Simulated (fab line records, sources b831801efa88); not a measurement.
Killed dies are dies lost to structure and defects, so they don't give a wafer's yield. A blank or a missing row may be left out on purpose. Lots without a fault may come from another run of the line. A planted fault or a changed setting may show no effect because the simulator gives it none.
Which tool did it? | flow gf180mcu | 13 lots, 39 wafers sampled, at 6 steps of a route of 602

WHAT THE GAUGES READ, wafer by wafer
GF_SALICIDE_RS_MEAS_04: measures by four-point-probe. Usual: SALICIDE_TIN_RS 16.57 ohm/sq, standard deviation 0.3.
lot  | measured     | on            | SALICIDE_TIN_RS (ohm/sq) | flag
L373 | day 15 06:23 | film_metro-02 | 16.26 16.61 16.02        |
L374 | day 15 09:58 | film_metro-02 | 16.48 16.76 16.73        |
L375 | day 15 15:13 | film_metro-01 | 17.13 16.39 16.85        |
L376 | day 15 23:49 | film_metro-02 | 16.74 16.53 16.41        |
L377 | day 16 02:37 | film_metro-02 | 15.97 16.10 15.93        |
L378 | day 16 19:28 | film_metro-01 | 16.08 16.10 16.14        |
L380 | day 17 19:38 | film_metro-01 | 16.27 16.19 16.58        |
L382 | day 18 13:18 | film_metro-01 | 16.92 16.88 16.93        |
L383 | day 19 00:39 | film_metro-04 | 16.58 17.06 16.80        |
L384 | day 19 13:32 | film_metro-04 | 16.24 16.89 16.82        |
L391 | day 21 20:37 | film_metro-01 | 16.96 16.68 16.83        |
L392 | day 22 04:47 | film_metro-04 | 16.50 16.50 16.59        |
L395 | day 23 01:03 | film_metro-04 | 16.85 16.54 16.79        |

GF_CONTACT_RS_MEAS_25: measures by four-point-probe. Usual: CONTACT_W_RS 0.382 ohm/sq, standard deviation 0.0048.
lot  | measured     | on            | CONTACT_W_RS (ohm/sq) | flag
L373 | day 16 06:08 | film_metro-03 | 0.391 0.379 0.390     |
L374 | day 16 10:04 | film_metro-02 | 0.383 0.384 0.384     |
L375 | day 16 15:28 | film_metro-03 | 0.389 0.381 0.383     |
L376 | day 17 00:26 | film_metro-03 | 0.390 0.376 0.377     |
L377 | day 17 02:58 | film_metro-03 | 0.384 0.382 0.377     |
L378 | day 17 20:05 | film_metro-01 | 0.382 0.383 0.388     |
L380 | day 18 21:31 | film_metro-02 | 0.385 0.381 0.383     |
L382 | day 19 15:38 | film_metro-02 | 0.371 0.384 0.367     |
L383 | day 20 03:02 | film_metro-01 | 0.382 0.390 0.384     |
L384 | day 20 15:49 | film_metro-03 | 0.386 0.387 0.381     |
L391 | day 22 21:32 | film_metro-03 | 0.382 0.313 0.312     | OFF
L392 | day 23 05:38 | film_metro-01 | 0.384 0.318 0.316     | OFF
L395 | day 24 01:34 | film_metro-01 | 0.376 0.379 0.379     |

GF_CONTACT_THK_MEAS_26: measures by xrf. Usual: CONTACT_W_THK 307 nm, standard deviation 6.2.
lot  | measured     | on            | CONTACT_W_THK (nm) | flag
L373 | day 16 06:13 | film_metro-03 | 294 303 295        |
L374 | day 16 10:11 | film_metro-02 | 311 311 312        |
L375 | day 16 15:35 | film_metro-03 | 297 304 302        |
L376 | day 17 00:33 | film_metro-03 | 297 307 308        |
L377 | day 17 03:05 | film_metro-03 | 303 303 306        |
L378 | day 17 20:12 | film_metro-01 | 308 307 303        |
L380 | day 18 21:37 | film_metro-02 | 309 313 313        |
L382 | day 19 15:45 | film_metro-02 | 320 309 323        |
L383 | day 20 03:09 | film_metro-01 | 306 300 305        |
L384 | day 20 15:56 | film_metro-03 | 301 300 304        |
L391 | day 22 21:40 | film_metro-03 | 301 367 370        | OFF
L392 | day 23 05:45 | film_metro-01 | 306 370 370        | OFF
L395 | day 24 01:40 | film_metro-01 | 315 310 311        |

GF_M1_THK_MEAS_06: measures by xrf. Usual: M1_ALCU_THK 450 nm, standard deviation 6.6.
lot  | measured     | on            | M1_ALCU_THK (nm) | flag
L373 | day 16 06:55 | film_metro-04 | 449 448 454      |
L374 | day 16 10:53 | film_metro-04 | 453 466 450      |
L375 | day 16 16:17 | film_metro-02 | 439 449 442      |
L376 | day 17 01:15 | film_metro-02 | 460 449 452      |
L377 | day 17 03:47 | film_metro-02 | 448 453 458      |
L378 | day 17 20:54 | film_metro-03 | 439 440 449      |
L380 | day 18 22:19 | film_metro-02 | 449 462 463      |
L382 | day 19 16:27 | film_metro-04 | 446 445 441      |
L383 | day 20 03:51 | film_metro-03 | 457 450 455      |
L384 | day 20 16:39 | film_metro-04 | 446 450 441      |
L391 | day 22 22:22 | film_metro-02 | 456 454 446      |
L392 | day 23 06:28 | film_metro-04 | 459 458 461      |
L395 | day 24 02:22 | film_metro-03 | 436 447 447      |

WHICH TOOL RAN EACH LOT (tool, then ch and the chambers of the sampled wafers, then the start)
lot  | GF_CONTACT_CVD_24             | GF_M1_SPUTTER_03
L373 | cvd_w-02 ch 0,1, day 16 06:00 | pvd_sputter-02, day 16 06:43
L374 | cvd_w-01 ch 0,1, day 16 09:58 | pvd_sputter-04, day 16 10:43
L375 | cvd_w-01 ch 0,1, day 16 15:22 | pvd_sputter-01, day 16 16:07
L376 | cvd_w-02 ch 0,1, day 17 00:19 | pvd_sputter-01, day 17 01:04
L377 | cvd_w-01 ch 0,1, day 17 02:52 | pvd_sputter-02, day 17 03:37
L378 | cvd_w-02 ch 0,1, day 17 19:59 | pvd_sputter-01, day 17 20:43
L380 | cvd_w-01 ch 0,1, day 18 21:23 | pvd_sputter-02, day 18 22:08
L382 | cvd_w-02 ch 0,1, day 19 15:32 | pvd_sputter-01, day 19 16:16
L383 | cvd_w-01 ch 0,1, day 20 02:56 | pvd_sputter-02, day 20 03:40
L384 | cvd_w-01 ch 0,1, day 20 15:43 | pvd_sputter-01, day 20 16:28
L391 | cvd_w-01 ch 0,1, day 22 21:26 | pvd_sputter-02, day 22 22:11
L392 | cvd_w-01 ch 0,1, day 23 05:32 | pvd_sputter-04, day 23 06:17
L395 | cvd_w-02 ch 0,1, day 24 01:26 | pvd_sputter-02, day 24 02:11
- GF_CONTACT_CVD_24: deposits W, target thk 300 nm, time 90.339 s.
- GF_M1_SPUTTER_03: material Ti, target thk 10 nm, time 6.7 s.

WHAT THE TOOLS THEMSELVES READ (means of the sampled wafers that have a number; where no wafer has one, the mark that the record gives instead)
GF_CONTACT_CVD_24. Usual: heater_power_w 827 W, standard deviation 83.
lot  | tool     | heater_power_w (W) | flag
L373 | cvd_w-02 | 863                |
L374 | cvd_w-01 | 808                |
L375 | cvd_w-01 | 807                |
L376 | cvd_w-02 | 894                |
L377 | cvd_w-01 | 771                |
L378 | cvd_w-02 | 893                |
L380 | cvd_w-01 | 714                |
L382 | cvd_w-02 | 882                |
L383 | cvd_w-01 | 767                |
L384 | cvd_w-01 | 753                |
L391 | cvd_w-01 | 754                |
L392 | cvd_w-01 | 767                |
L395 | cvd_w-02 | 856                |

GF_M1_SPUTTER_03. Usual: throttle_valve_pct 30.5 %, standard deviation 0.89.
lot  | tool           | throttle_valve_pct (%) | flag
L373 | pvd_sputter-02 | 30.6                   |
L374 | pvd_sputter-04 | 31.6                   |
L375 | pvd_sputter-01 | 29.7                   |
L376 | pvd_sputter-01 | 28.9                   |
L377 | pvd_sputter-02 | 30.6                   |
L378 | pvd_sputter-01 | 29.7                   |
L380 | pvd_sputter-02 | 30.7                   |
L382 | pvd_sputter-01 | 29.2                   |
L383 | pvd_sputter-02 | 30.9                   |
L384 | pvd_sputter-01 | 29.8                   |
L391 | pvd_sputter-02 | 30.9                   |
L392 | pvd_sputter-04 | 30.9                   |
L395 | pvd_sputter-02 | 30.5                   |

THE ANSWER, worked out from the rows above alone
Rule: a lot is off if the mean of its wafers that have a number lies more than 3 standard deviations from the usual mean. A lot without any number at a reading at which 4 lots or more have one is off too. The other lots that the step has rows for count as sound. The gauges are gone through in route order, then the tools' own readings, and for those a lot's mean is taken as printed above. The first step at which some lot is off is used, and at that step the reading that is off furthest; a lot without a number counts as furthest.
Off: L391, L392, at GF_CONTACT_RS_MEAS_25 (CONTACT_W_RS).
A tool fits if, at a process step before that reading, it ran every lot that is off, and no sound lot after the first of them. The gauges at GF_CONTACT_RS_MEAS_25 are tried like those tools. One fits: cvd_w-01 at GF_CONTACT_CVD_24. Its last sound lot is L384 (day 20 15:43), its first lot that is off L391 (day 22 21:26): a fault that began between those two fits.

WHAT THE SIMULATOR HAD PUT IN
Process parameter drift: cvd_w-01, from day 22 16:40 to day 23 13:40, at GF_CONTACT_CVD_24. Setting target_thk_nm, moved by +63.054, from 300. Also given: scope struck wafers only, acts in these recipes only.
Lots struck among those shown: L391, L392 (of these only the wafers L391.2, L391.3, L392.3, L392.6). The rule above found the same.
